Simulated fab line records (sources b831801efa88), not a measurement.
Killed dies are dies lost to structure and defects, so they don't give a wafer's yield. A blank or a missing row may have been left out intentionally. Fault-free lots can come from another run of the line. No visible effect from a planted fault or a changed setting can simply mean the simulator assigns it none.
Chamber matching / flow sky130 / 4 sister chambers for SKY_FIELD_ISO_ETCH_17 on rie si-01
The step etches Si in HBr/Cl2/O2, target depth 342 nm, time 97.7 s. 4 wafers are shown with their chamber, then 9 later ones without.

## WAFERS WITH THEIR CHAMBER
wafer=L301.3; chamber=1; drypump motor current A (A)=6.2
wafer=L302.4; chamber=2; drypump motor current A (A)=5.7
wafer=L302.5; chamber=0; drypump motor current A (A)=5.6
wafer=L302.6; chamber=3; drypump motor current A (A)=6.2

## WAFERS MISSING THEIR CHAMBER
wafer=L303.2; drypump motor current A (A)=5.5
wafer=L303.3; drypump motor current A (A)=6.2
wafer=L303.6; drypump motor current A (A)=6.2
wafer=L304.2; drypump motor current A (A)=6.2
wafer=L304.3; drypump motor current A (A)=6.2
wafer=L304.5; drypump motor current A (A)=5.5
wafer=L314.3; drypump motor current A (A)=5.5
wafer=L314.4; drypump motor current A (A)=6.2
wafer=L314.5; drypump motor current A (A)=5.5

## WHICH CHAMBER EACH WENT THROUGH
wafer=L303.2; from the rows above=can't be placed: 0 or 2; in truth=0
wafer=L303.3; from the rows above=can't be placed: 1 or 3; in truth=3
wafer=L303.6; from the rows above=can't be placed: 1 or 3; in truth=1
wafer=L304.2; from the rows above=can't be placed: 1 or 3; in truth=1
wafer=L304.3; from the rows above=can't be placed: 1 or 3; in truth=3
wafer=L304.5; from the rows above=can't be placed: 0 or 2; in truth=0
wafer=L314.3; from the rows above=can't be placed: 0 or 2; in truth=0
wafer=L314.4; from the rows above=can't be placed: 1 or 3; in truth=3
wafer=L314.5; from the rows above=can't be placed: 0 or 2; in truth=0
Placed correctly: 0 of 9. Not placeable from these rows: 9 (in 9, the candidates include the true chamber). Number placed wrongly: 0.
How it was worked out, from the rows above alone: a wafer's distance from a chamber is the root of the sum, over the readings, of the square of ((its reading less the chamber's mean) divided by the reading's scatter). The wafer belongs to the nearest chamber; if the next one is less than 2 further off, it can't be placed. Each chamber's mean is taken over the wafers shown for it. The scatter (one wafer shown for each chamber): square how far every hidden wafer sits from the nearest shown wafer, average those squares and take the square root.
